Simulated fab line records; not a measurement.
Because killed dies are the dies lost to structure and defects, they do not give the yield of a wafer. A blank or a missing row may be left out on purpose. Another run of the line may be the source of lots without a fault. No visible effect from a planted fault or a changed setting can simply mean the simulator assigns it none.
fab line records	flow sky130
[record] lots = 5	wafers = 15	last_day = 50
route steps=708 shown CONTACT@426 METAL1@434 PAD_OPEN@708
lots that met no fault: from a run of the same line without faults
start_h: hours from the record's opening day to when the first of the lot's shown wafers began	wait_h: hours from the lot's prior step to this one	" same as the row above	L1.1+2: a row that stands for several wafers	- no value, or no start was given	* or withheld: withheld	< > ~ a bound
route shown NAME@n: NAME is a module with steps in the file, n the number in the route of the first one	usual: the fault-free wafers' mean and standard deviation	same: alike in all rows	chamber/n: place in a boat	sites: the reading at each site	_std_site: their standard deviation	_edge_site: inner sites' mean taken away from outer sites' mean	radius_mm: for every site, how far away it sits from the centre of the wafer	mask NAME#n: copy n	behind: tool/chamber where the wafer was last shaped	hold: cause of the lot's hold/its duration in hours/its outcome	device: the transistor (n, p or np) that didn't switch	end of line: the route-end tests of the same wafers	for a step that has no rows: nothing shown but its recipe	killed: the dies lost at the first sort to structure and to defects; this is not the yield of the wafer	map: per-die view of a wafer (x killed, . not killed, _ where there is no die)
set.NAME: the setting that was run; set.NAME@STEP: the one run at that earlier step	model.NAME: the simulator's own value behind a step, which no gauge read
a table for each step, a row for each wafer; lots at some steps of the route
services: when a tool's chamber went out of use (start_h, in hours from the record's first day, below 0 if earlier), for how many hours, and the reason
[[steps]]
[step SKY_CONTACT_STRIP_20]
[recipe] chemistry = post_etch_residue_remover	time_s = 1200	temp_c = 72.5
[step SKY_CONTACT_CLEAN_21]
[recipe] chemistry = IPA	time_s = 180	temp_c = 25
[step SKY_CONTACT_CLEAN_22]
[recipe] chemistry = O3/DIW	dry = n2_spin
[step SKY_CONTACT_SPUTTER_23]
[recipe] material = TiN	target_thk_nm = 20	chamber_pressure_pa = 5	power_w = 4000	time_s = 80
[step SKY_CONTACT_CVD_24]
[recipe] material = W	target_thk_nm = 340	time_s = 102.12	temp_c = 400	pressure_torr = 40
[step SKY_CONTACT_RS_MEAS_25]
[recipe] thk_meas_gauge = four-point-probe	reads = W_of_CONTACT_CVD_24+TiN_of_CONTACT_SPUTTER_23
[usual] CONTACT_W_RS = 0.337/0.0032
lot.wafer	tool	chamber	start_h	wait_h	CONTACT_W_RS[ohm/sq]
L273.1	film_metro-01	-	795.16	0.1	0.337
L273.4	"	-	"	"	0.334
L273.6	"	-	"	"	0.343
L275.2	film_metro-01	-	797.51	0.1	0.334
L275.3	"	-	"	"	0.334
L275.6	"	-	"	"	0.335
L274.1	film_metro-02	-	798.25	0.1	0.339
L274.2	"	-	"	"	0.335
L274.3	"	-	"	"	0.337
L276.1	film_metro-02	-	812.96	0.1	0.335
L276.3	"	-	"	"	0.333
L276.6	"	-	"	"	0.331
L291.2	film_metro-01	-	909.39	0.1	0.338
L291.5	"	-	"	"	0.339
L291.6	"	-	"	"	0.341
[step SKY_CONTACT_THK_MEAS_26]
[recipe] thk_meas_gauge = xrf	reads = W_of_CONTACT_CVD_24
[usual] CONTACT_W_THK = 343/6.6
lot.wafer	tool	chamber	start_h	wait_h	CONTACT_W_THK[nm]
L273.1	film_metro-01	-	795.28	0.1	345
L273.4	"	-	"	"	352
L273.6	"	-	"	"	341
L275.2	film_metro-01	-	797.62	0.1	350
L275.3	"	-	"	"	352
L275.6	"	-	"	"	349
L274.1	film_metro-02	-	798.37	0.1	343
L274.2	"	-	"	"	345
L274.3	"	-	"	"	341
L276.1	film_metro-02	-	813.08	0.1	344
L276.3	"	-	"	"	343
L276.6	"	-	"	"	348
L291.2	film_metro-01	-	909.50	0.1	349
L291.5	"	-	"	"	349
L291.6	"	-	"	"	348
[step SKY_CONTACT_CMP_27]
[recipe] stop_on = SiO2	t_overpolish_s = 15	down_force_psi = 3.5	platen_rpm = 60	target_thk_nm = 0	pad_velocity_m_s = 0.94248
[usual] head_pressure_psi = 3.501/0.0077	motor_current_A = 10.4/1.1	overpolish_run_s = 15.000/0.0093	time_to_endpoint_s = 81/3.5
lot.wafer	tool	chamber	start_h	wait_h	head_pressure_psi	motor_current_A	overpolish_run_s	time_to_endpoint_s
L273.4	cmp-01	2	795.34	0.0	3.503	9.1	15.001	83
L273.1	"	3	"	"	3.498	10.5	14.995	75
L273.6	"	3	"	"	3.497	10.6	14.993	77
L275.3	cmp-01	3	797.67	0.0	3.503	10.3	14.976	76
L275.2	"	1	"	"	3.503	10.7	15.013	76
L275.6	"	0	"	"	3.502	11.8	14.997	82
L274.2	cmp-02	2	798.43	0.0	3.504	8.5	15.008	82
L274.3	"	0	"	"	3.484	11.7	15.007	89
L274.1	"	1	"	"	3.500	11.5	15.009	85
L276.1	cmp-01	2	813.14	0.1	3.498	9.1	15.001	86
L276.3	"	0	"	"	3.506	11.5	14.993	84
L276.6	"	2	"	"	3.491	9.2	15.000	83
L291.2	cmp-02	0	909.70	0.2	3.518	12.3	15.008	85
L291.6	"	1	"	"	3.497	11.4	15.003	82
L291.5	"	2	"	"	3.503	8.8	14.995	79
[step SKY_METAL1_SPUTTER_00]
[recipe] material = Ti	target_thk_nm = 15	power_w = 3000	time_s = 10	chamber_pressure_pa = 0.4
[step SKY_METAL1_SPUTTER_01]
[recipe] material = TiN	target_thk_nm = 20	power_w = 6500	time_s = 16.7	chamber_pressure_pa = 0.4
[usual] throttle_valve_pct = 29.8/1.1
lot.wafer	tool	chamber	start_h	wait_h	throttle_valve_pct
L273.1	pvd_sputter-03	-	795.66	0.0	29.5
L273.4	"	-	"	"	28.8
L273.6	"	-	"	"	29.4
L275.2	pvd_sputter-01	-	797.99	0.0	30.8
L275.3	"	-	"	"	31.5
L275.6	"	-	"	"	31.6
L274.1	pvd_sputter-01	-	798.75	0.0	31.5
L274.2	"	-	"	"	29.8
L274.3	"	-	"	"	30.9
L276.1	pvd_sputter-04	-	813.46	0.0	30.0
L276.3	"	-	"	"	27.5
L276.6	"	-	"	"	31.0
L291.2	pvd_sputter-03	-	909.88	0.0	29.0
L291.5	"	-	"	"	29.4
L291.6	"	-	"	"	29.9
[step SKY_METAL1_SPUTTER_02]
[recipe] material = AlCu	target_thk_nm = 250	power_w = 10600	time_s = 13.3	chamber_pressure_pa = 0.4
[usual] throttle_valve_pct = 29.8/1.1
lot.wafer	tool	chamber	start_h	wait_h	throttle_valve_pct
L273.1	pvd_sputter-03	-	795.69	0.0	29.4
L273.4	"	-	"	"	28.9
L273.6	"	-	"	"	29.1
L275.2	pvd_sputter-01	-	798.01	0.0	30.7
L275.3	"	-	"	"	31.7
L275.6	"	-	"	"	31.6
L274.1	pvd_sputter-01	-	798.78	0.0	31.5
L274.2	"	-	"	"	30.0
L274.3	"	-	"	"	30.8
L276.1	pvd_sputter-04	-	813.49	0.0	29.9
L276.3	"	-	"	"	27.8
L276.6	"	-	"	"	31.0
L291.2	pvd_sputter-03	-	909.90	0.0	29.1
L291.5	"	-	"	"	29.4
L291.6	"	-	"	"	29.8
[step SKY_METAL1_SPUTTER_03]
[recipe] material = Ti	target_thk_nm = 5	power_w = 3000	time_s = 3.3	chamber_pressure_pa = 0.4
[step SKY_METAL1_SPUTTER_04]
[recipe] material = TiN	target_thk_nm = 70	power_w = 6500	time_s = 58.3	chamber_pressure_pa = 0.4
[usual] throttle_valve_pct = 29.8/1.1
lot.wafer	tool	chamber	start_h	wait_h	throttle_valve_pct	model.TiN_of_METAL1_SPUTTER_04.thk_nm
L273.1	pvd_sputter-03	-	795.73	0.0	29.4	68.75
L273.4	"	-	"	"	29.0	69.34
L273.6	"	-	"	"	29.3	69.04
L275.2	pvd_sputter-01	-	798.06	0.0	30.9	69.72
L275.3	"	-	"	"	31.6	69.46
L275.6	"	-	"	"	31.3	68.91
L274.1	pvd_sputter-01	-	798.82	0.0	31.2	68.47
L274.2	"	-	"	"	29.8	69.3
L274.3	"	-	"	"	30.9	68.97
L276.1	pvd_sputter-04	-	813.53	0.0	29.7	70.49
L276.3	"	-	"	"	27.7	71.27
L276.6	"	-	"	"	31.4	70.06
L291.2	pvd_sputter-03	-	909.94	0.0	28.9	70.24
L291.5	"	-	"	"	29.3	70.59
L291.6	"	-	"	"	29.8	95.94
[step SKY_METAL1_RS_MEAS_05]
[recipe] thk_meas_gauge = four-point-probe	reads = TiN_of_METAL1_SPUTTER_04+Ti_of_METAL1_SPUTTER_03+AlCu_of_METAL1_SPUTTER_02+TiN_of_METAL1_SPUTTER_01+Ti_of_METAL1_SPUTTER_00
[usual] METAL1_ALCU_RS = 0.1272/0.0016
lot.wafer	tool	chamber	start_h	wait_h	METAL1_ALCU_RS[ohm/sq]
L273.1	film_metro-04	-	795.78	0.0	0.1265
L273.4	"	-	"	"	0.1274
L273.6	"	-	"	"	0.1281
L275.2	film_metro-04	-	798.13	0.0	0.1238
L275.3	"	-	"	"	0.1246
L275.6	"	-	"	"	0.1241
L274.1	film_metro-04	-	798.87	0.0	0.1258
L274.2	"	-	"	"	0.1257
L274.3	"	-	"	"	0.1246
L276.1	film_metro-03	-	813.58	0.0	0.1293
L276.3	"	-	"	"	0.1282
L276.6	"	-	"	"	0.1283
L291.2	film_metro-01	-	910.01	0.0	0.1289
L291.5	"	-	"	"	0.1292
L291.6	"	-	"	"	0.1264
[step SKY_METAL1_THK_MEAS_06]
[recipe] thk_meas_gauge = xrf	reads = AlCu_of_METAL1_SPUTTER_02
[usual] METAL1_ALCU_THK = 251/3.3
lot.wafer	tool	chamber	start_h	wait_h	METAL1_ALCU_THK[nm]
L273.1	film_metro-04	-	795.90	0.1	252
L273.4	"	-	"	"	250
L273.6	"	-	"	"	249
L275.2	film_metro-04	-	798.24	0.1	256
L275.3	"	-	"	"	257
L275.6	"	-	"	"	257
L274.1	film_metro-04	-	798.99	0.1	253
L274.2	"	-	"	"	253
L274.3	"	-	"	"	255
L276.1	film_metro-03	-	813.70	0.1	247
L276.3	"	-	"	"	247
L276.6	"	-	"	"	249
L291.2	film_metro-01	-	910.12	0.1	250
L291.5	"	-	"	"	249
L291.6	"	-	"	"	242
[step SKY_METAL1_DEHYDRATE_07]
[recipe] temp_c = 200	time_s = 60
[step SKY_METAL1_HMDS_08]
[recipe] prime_time_s = 60	prime_temp_c = 120
[step SKY_METAL1_COAT_09]
[recipe] resist = BARC	temp_c = withheld	time_s = withheld	spin_rpm = 3000	resist_thk_nm = 60
[step SKY_METAL1_COAT_10]
[recipe] resist = KrF-thick	spin_rpm = 3000	resist_thk_nm = 450
[step SKY_METAL1_SOFTBAKE_11]
[recipe] temp_c = 100	time_s = 90	resist = KrF-thick
[step SKY_METAL1_EXPOSE_12]
[recipe] mask_id = MM1	na = 0.8	source_shape = annular	sigma_inner = 0.55	sigma_outer = 0.85	target_cd_nm = 140	dose_mj = 28
[step SKY_METAL1_PEB_13]
[recipe] peb_temp_c = withheld	peb_time_s = withheld	resist = KrF-thick
[step SKY_METAL1_DEVELOP_14]
[recipe] develop_time_s = 60	resist = KrF-thick	dev_temp_c = 21
[step SKY_METAL1_CD_MEAS_15]
[recipe] target_cd_nm = 140
[usual] cd_nm = 140.1/1.5
lot.wafer	tool	chamber	start_h	wait_h	cd_nm
L273.1	cd_sem-02	-	821.76	-	140.5
L273.4	"	-	"	"	139.9
L273.6	"	-	"	"	139.1
L275.2	cd_sem-02	-	825.38	-	140.6
L275.3	"	-	"	"	140.4
L275.6	"	-	"	"	141.4
L274.1	cd_sem-02	-	826.52	-	140.1
L274.2	"	-	"	"	140.2
L274.3	"	-	"	"	141.4
L276.1	cd_sem-02	-	840.50	-	138.1
L276.3	"	-	"	"	138.3
L276.6	"	-	"	"	138.9
L291.2	cd_sem-01	-	935.14	-	137.9
L291.5	"	-	"	"	137.7
L291.6	"	-	"	"	137.1
[step SKY_METAL1_OVL_MEAS_16]
[usual] METAL1_OVL = 1/6.8
lot.wafer	tool	chamber	start_h	wait_h	METAL1_OVL[nm]
L273.1	overlay-02	-	821.88	0.1	-1
L273.4	"	-	"	"	-1
L273.6	"	-	"	"	-4
L275.2	overlay-02	-	825.49	0.1	5
L275.3	"	-	"	"	3
L275.6	"	-	"	"	13
L274.1	overlay-02	-	826.64	0.1	3
L274.2	"	-	"	"	-3
L274.3	"	-	"	"	3
L276.1	overlay-02	-	840.62	0.1	-5
L276.3	"	-	"	"	-3
L276.6	"	-	"	"	-4
L291.2	overlay-01	-	935.25	0.1	-8
L291.5	"	-	"	"	-2
L291.6	"	-	"	"	-6
[step SKY_METAL1_DESCUM_17]
[recipe] chemistry = O2	source_power_w = 150	bias_power_w = 0	pressure_mtorr = 10	temp_c = 40	time_s = 8
[usual] drypump_motor_current_A = 5.3/0.46	oes_product_au = 0.997/0.009
lot.wafer	tool	chamber	start_h	wait_h	drypump_motor_current_A	oes_product_au	rf_hours_counter_h
L273.1	rie_metal-01	1	821.92	0.0	5.3	0.992	2
L273.4	"	0	"	"	5.2	1.000	-
L273.6	"	0	"	"	5.2	0.990	-
L275.2	rie_metal-01	0	825.52	0.0	5.2	0.999	6
L275.3	"	1	"	"	5.4	0.994	-
L275.6	"	0	"	"	5.3	0.994	-
L274.1	rie_metal-01	1	826.67	0.0	5.4	0.995	2
L274.2	"	0	"	"	5.2	0.999	7
L274.3	"	1	"	"	5.4	0.993	-
L276.1	rie_metal-01	1	840.66	0.0	5.3	1.001	2
L276.3	"	1	"	"	5.4	0.999	-
L276.6	"	0	"	"	5.2	0.998	-
L291.2	rie_metal-04	0	935.28	0.0	6.3	1.004	13
L291.5	"	0	"	"	6.3	1.006	-
L291.6	"	1	"	"	5.1	1.007	-
[step SKY_METAL1_ETCH_18]
[recipe] chemistry = N2/H2	target = BARC	ion_energy_ev = 200	bias_w = 100	pressure_mtorr = 30	n2_flow_sccm = 100	h2_flow_sccm = 200	icp_w = 500	stop_on = SiO2	time_s = 45.9	target_depth_a = 600
[usual] drypump_motor_current_A = 5.3/0.46	oes_product_au = 0.854/0.0046	throttle_valve_pct = 13.225/0.0082
lot.wafer	tool	chamber	start_h	wait_h	drypump_motor_current_A	oes_product_au	rf_hours_counter_h	throttle_valve_pct
L273.1	rie_metal-01	1	821.95	0.0	5.4	0.856	2	13.230
L273.4	"	0	"	"	5.2	0.847	-	13.231
L273.6	"	0	"	"	5.2	0.858	-	13.228
L275.2	rie_metal-01	0	825.55	0.0	5.2	0.853	6	13.221
L275.3	"	1	"	"	5.4	0.846	-	13.219
L275.6	"	0	"	"	5.2	0.848	-	13.235
L274.1	rie_metal-01	1	826.70	0.0	5.4	0.853	2	13.231
L274.2	"	0	"	"	5.2	0.850	7	13.214
L274.3	"	1	"	"	5.4	0.852	-	13.235
L276.1	rie_metal-01	1	840.69	0.0	5.4	0.856	2	13.222
L276.3	"	1	"	"	5.4	0.852	-	13.234
L276.6	"	0	"	"	5.2	0.851	-	13.235
L291.2	rie_metal-04	0	935.31	0.0	6.3	0.856	13	13.232
L291.5	"	0	"	"	6.3	0.847	-	13.237
L291.6	"	1	"	"	5.1	0.854	-	13.226
[step SKY_METAL1_METAL_ETCH_19]
[recipe] target_depth_a = 3600	stop_on = SiO2	over_etch_frac = 0.3	time_s = 78	chemistry = Cl2/BCl3	resist_sidewall_deg = 88	pressure_mtorr = 10	icp_w = 900	bias_w = 48.5	Cl2_flow_sccm = 60	bcl3_flow_sccm = 30
[usual] drypump_motor_current_A = 5.3/0.46	oes_product_au = 0.854/0.006	throttle_valve_pct = 22.264/0.0096
[same] over_etch_frac = 0.3
lot.wafer	tool	chamber	start_h	wait_h	drypump_motor_current_A	oes_product_au	rf_hours_counter_h	throttle_valve_pct
L273.1	rie_metal-01	1	822.01	0.0	5.4	0.860	2	22.266
L273.4	"	0	"	"	5.2	0.854	-	22.289
L273.6	"	0	"	"	5.2	0.853	-	22.275
L275.2	rie_metal-01	0	825.61	0.0	5.2	0.867	6	22.266
L275.3	"	1	"	"	5.4	0.860	-	22.275
L275.6	"	0	"	"	5.2	0.865	-	22.251
L274.1	rie_metal-01	1	826.77	0.0	5.4	0.845	2	22.275
L274.2	"	0	"	"	5.2	0.854	7	22.273
L274.3	"	1	"	"	5.4	0.855	-	22.251
L276.1	rie_metal-01	1	840.75	0.0	5.4	0.855	3	22.254
L276.3	"	1	"	"	5.4	0.857	-	22.261
L276.6	"	0	"	"	5.2	0.850	-	22.263
L291.2	rie_metal-04	0	935.37	0.0	6.2	0.847	13	22.266
L291.5	"	0	"	"	6.3	0.853	-	22.261
L291.6	"	1	"	"	5.1	0.836	-	22.267
[step SKY_METAL1_STRIP_20]
[recipe] chemistry = O2/N2	power_w = 1400	pressure_mtorr = 1500	platen_temp_c = withheld	o2_flow_sccm = 3000	n2_flow_sccm = 300	overash_fraction = 0.5
[step SKY_METAL1_STRIP_21]
[recipe] chemistry = post_etch_residue_remover	time_s = 1200	temp_c = 72.5
lot.wafer	tool	chamber	start_h	wait_h	model.TiN_of_METAL1_SPUTTER_04.thk_nm
L273.1	wet_bench-01	1	822.20	0.1	68.33
L273.4	"	1	"	"	68.92
L273.6	"	1	"	"	68.62
L275.2	wet_bench-01	1	825.80	0.1	69.3
L275.3	"	1	"	"	69.05
L275.6	"	1	"	"	68.49
L274.1	wet_bench-01	2	826.96	0.1	68.05
L274.2	"	2	"	"	68.88
L274.3	"	2	"	"	68.55
L276.1	wet_bench-04	3	840.94	0.1	70.07
L276.3	"	3	"	"	70.85
L276.6	"	3	"	"	69.64
L291.2	wet_bench-02	2	935.56	0.1	69.82
L291.5	"	2	"	"	70.17
L291.6	"	2	"	"	95.52
[step SKY_METAL1_CLEAN_22]
[recipe] chemistry = IPA	time_s = 180	temp_c = 25
[step SKY_PAD_OPEN_PROBE_99]
[usual] defect_limited_yield = 82.6/1.8	killed_at_M0_to_M3 = 43/6.6	killed_at_M4_up = 2.9/1.6	killed_at_contacts = 24/4.9	killed_at_front_end = 15/4.5	killed_at_other = 0.2/0.45	killed_dies = 86/8.8	killed_open = 48/6.4	killed_short = 38/5.6	sort_bin_3_pad_short = 0.8/0.38	sort_bin_5_function = 10.2/1.4	sort_bin_6_memory = 6.4/1.1	sort_n_pass = 406/8.8	sort_yield_pct = 82.6/1.8
[same] gross_dies = 492	killed_at_back_side = 0	sort_bin_4_leakage[%] = 0	sort_bin_8_speed[%] = 0
lot.wafer	tool	chamber	start_h	wait_h	defect_limited_yield[%]	killed_at_M0_to_M3	killed_at_M4_up	killed_at_contacts	killed_at_front_end	killed_at_other	killed_dies	killed_open	killed_short	sort_bin_3_pad_short[%]	sort_bin_5_function[%]	sort_bin_6_memory[%]	sort_n_pass	sort_yield_pct[%]	model.etest.via1_chain.rc_ohm
L273.1	prober-01	-	1124.74	0.1	85.2	41	2	20	10	0	73	47	26	1.0	7.9	5.9	419	85.2	16.8
L273.4	prober-01	-	1124.89	0.2	82.3	50	2	26	9	0	87	50	37	0.8	10.2	6.7	405	82.3	17.89
L273.6	prober-01	-	1124.99	0.2	82.5	37	5	31	12	1	86	59	27	0.6	8.9	7.9	406	82.5	17.24
L275.2	prober-02	-	1124.98	0.1	85.4	38	0	21	13	0	72	41	31	0.8	9.6	4.3	420	85.4	16.6
L275.3	prober-02	-	1125.03	0.2	81.9	39	6	29	15	0	89	51	38	0.6	9.6	7.9	403	81.9	16.64
L275.6	prober-02	-	1125.18	0.2	84.6	37	0	22	17	0	76	46	30	0.6	8.9	5.9	416	84.6	17.38
L274.1	prober-01	-	1126.24	0.1	83.9	42	3	17	17	0	79	46	33	1.2	9.1	5.7	413	83.9	17
L274.2	prober-01	-	1126.29	0.1	85.0	37	6	21	10	0	74	38	36	0.8	7.7	6.5	418	85.0	16.75
L274.3	prober-01	-	1126.34	0.2	80.5	50	3	25	18	0	96	58	38	1.2	8.9	9.3	396	80.5	16.09
L276.1	prober-01	-	1136.93	0.1	79.3	49	2	33	18	0	102	51	51	1.6	10.8	8.3	390	79.3	16.03
L276.3	prober-01	-	1137.03	0.2	81.5	39	2	34	15	1	91	59	32	0.6	11.0	6.9	401	81.5	14.84
L276.6	prober-01	-	1137.18	0.2	81.1	53	3	26	11	0	93	45	48	1.4	12.0	5.5	399	81.1	15.34
L291.2	prober-02	-	1203.83	0.1	88.6	27	2	21	6	0	56	31	25	0.6	6.5	4.3	436	88.6	16.63
L291.5	prober-02	-	1203.98	0.2	82.9	44	6	29	5	0	84	49	35	1.2	9.3	6.5	408	82.9	16.38
L291.6	prober-02	-	1204.03	0.2	85.6	34	2	26	9	0	71	35	36	0.4	8.7	5.3	421	85.6	16.44
// killed by level:class
L273.1 LI_CONTACT:geometric_particle:open=8 VIA1:geometric_particle:open=8 VIA2:geometric_particle:open=8 CONTACT:geometric_particle:open=7 VIA3:geometric_particle:open=6 POLY_GATE:geometric_particle:short=4 METAL2:geometric_particle:short=4 VIA2:geometric_particle:short=4
L273.4 LI_CONTACT:geometric_particle:open=10 VIA1:geometric_particle:open=10 VIA1:geometric_particle:short=8 CONTACT:geometric_particle:open=7 VIA3:geometric_particle:open=7 VIA2:geometric_particle:open=7 METAL2:geometric_particle:short=5 VIA2:geometric_particle:short=4
L275.2 VIA3:geometric_particle:open=11 CONTACT:geometric_particle:open=7 METAL2:geometric_particle:short=5 CONTACT:geometric_particle:short=4 VIA1:geometric_particle:open=4 METAL1:geometric_particle:short=4 VIA2:geometric_particle:open=4 FIELD_ISO:geometric_particle:short=3
L273.6 CONTACT:geometric_particle:open=12 VIA1:geometric_particle:open=11 LI_CONTACT:geometric_particle:open=10 VIA3:geometric_particle:open=7 CONTACT:geometric_particle:short=5 VIA2:geometric_particle:open=5 POLY_GATE:geometric_particle:open=4 LOCAL_INTERCONNECT:geometric_particle:short=4
L275.3 CONTACT:geometric_particle:open=18 VIA2:geometric_particle:open=9 VIA3:geometric_particle:open=8 POLY_GATE:geometric_particle:short=6 METAL4:geometric_particle:short=5 FIELD_ISO:geometric_particle:short=4 METAL1:geometric_particle:short=4 LI_CONTACT:geometric_particle:open=3
L275.6 VIA2:geometric_particle:open=8 LI_CONTACT:geometric_particle:open=7 CONTACT:geometric_particle:open=6 POLY_GATE:geometric_particle:open=5 VIA3:geometric_particle:open=5 SPACER:geometric_particle:short=4 METAL2:geometric_particle:short=4 FIELD_ISO:geometric_particle:open=3
L274.1 LI_CONTACT:geometric_particle:open=10 VIA1:geometric_particle:open=7 VIA2:geometric_particle:open=7 VIA3:geometric_particle:open=6 POLY_GATE:geometric_particle:short=5 VIA2:geometric_particle:short=5 FIELD_ISO:geometric_particle:open=4 METAL1:geometric_particle:short=4
L274.2 CONTACT:geometric_particle:open=9 LI_CONTACT:geometric_particle:open=6 METAL1:geometric_particle:short=6 METAL4:geometric_particle:short=6 VIA1:geometric_particle:open=6 VIA2:geometric_particle:open=6 METAL2:geometric_particle:short=4 LI_CONTACT:geometric_particle:short=3
L274.3 LI_CONTACT:geometric_particle:open=13 CONTACT:geometric_particle:open=10 VIA1:geometric_particle:open=10 METAL1:geometric_particle:short=8 VIA2:geometric_particle:open=7 METAL2:geometric_particle:short=7 FIELD_ISO:geometric_particle:open=6 FIELD_ISO:geometric_particle:short=5
L276.1 CONTACT:geometric_particle:open=14 VIA3:geometric_particle:open=10 FIELD_ISO:geometric_particle:short=8 METAL1:geometric_particle:short=8 LI_CONTACT:geometric_particle:open=7 VIA1:geometric_particle:open=7 VIA2:geometric_particle:open=5 CONTACT:geometric_particle:short=5
L276.3 LI_CONTACT:geometric_particle:open=12 VIA1:geometric_particle:open=12 CONTACT:geometric_particle:open=9 VIA3:geometric_particle:open=9 FIELD_ISO:geometric_particle:open=6 CONTACT:geometric_particle:short=6 FIELD_ISO:geometric_particle:short=5 LI_CONTACT:geometric_particle:short=4
L276.6 VIA1:geometric_particle:open=11 VIA3:geometric_particle:open=8 METAL3:geometric_particle:short=7 LI_CONTACT:geometric_particle:open=7 METAL1:geometric_particle:short=7 CONTACT:geometric_particle:open=7 CONTACT:geometric_particle:short=5 FIELD_ISO:geometric_particle:short=4
L291.2 VIA1:geometric_particle:open=7 LI_CONTACT:geometric_particle:open=6 VIA2:geometric_particle:open=6 CONTACT:geometric_particle:open=5 LI_CONTACT:geometric_particle:short=4 METAL1:geometric_particle:short=4 LOCAL_INTERCONNECT:geometric_particle:short=3 VIA1:geometric_particle:short=3
L291.5 VIA1:geometric_particle:open=14 CONTACT:geometric_particle:open=10 VIA2:geometric_particle:open=10 LI_CONTACT:geometric_particle:open=9 VIA1:geometric_particle:short=6 METAL4:geometric_particle:short=5 LOCAL_INTERCONNECT:geometric_particle:short=4 METAL1:geometric_particle:short=4
L291.6 CONTACT:geometric_particle:open=11 VIA1:geometric_particle:open=8 CONTACT:geometric_particle:short=6 METAL2:geometric_particle:short=6 VIA3:geometric_particle:open=5 LI_CONTACT:geometric_particle:short=4 LI_CONTACT:geometric_particle:open=4 VIA2:geometric_particle:short=4
[[services]]
tool	chamber	start_h	hours	kind
pvd_sputter-04	-	780.60	9.8	repair
rie_metal-04	-	782.70	0.9	repair
pvd_sputter-03	-	783.06	4.4	repair
cmp-02	-	805.09	4.1	repair
cmp-02	-	811.65	0.3	repair
cmp-02	-	820.57	6.8	repair
pvd_sputter-01	-	832.34	1.9	repair
cmp-02	-	834.81	2.2	repair
rie_metal-04	0	840.16	5.6	repair
wet_bench-04	-	846.34	1.0	repair
wet_bench-02	-	868.58	1.9	pm
rie_metal-01	1	886.97	13.6	repair
cmp-02	-	912.13	4.0	pm
pvd_sputter-04	-	914.20	7.8	repair
pvd_sputter-03	-	914.28	8.7	repair
cmp-02	-	916.07	0.6	repair
cmp-02	-	916.13	-	consumable_replace:conditioner
cmp-02	-	916.13	-	consumable_replace:pad
pvd_sputter-01	-	916.24	2.6	repair
rie_metal-04	-	929.45	5.5	repair
[[key]]
[first_sign] step = SKY_METAL1_METAL_ETCH_19	reading = oes_product_au	direction = down	sigmas = 3	usual = 0.854	struck = 0.836
effect none on later readings
[model_effect] step = SKY_METAL1_SPUTTER_04	value = TiN_of_METAL1_SPUTTER_04.thk_nm	without = 70.43	struck = 95.94
[model_effect] step = SKY_METAL1_STRIP_21	value = TiN_of_METAL1_SPUTTER_04.thk_nm	without = 70	struck = 95.52
[model_effect] step = SKY_PAD_OPEN_PROBE_99	value = etest.via1_chain.rc_ohm	without = 15.25	struck = 16.44
met_at SKY_METAL1_SPUTTER_04
struck_wafers L291.6
onset_between 795.73 909.94
[fault] kind = process_parameter_drift	tool = pvd_sputter-03	chamber = -	onset_h = 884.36	steps = SKY_METAL1_SPUTTER_04	channel = time_s	offset = *	shape = step	end_h = 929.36	scope = struck_wafers_only	acts_in = *	stated = *
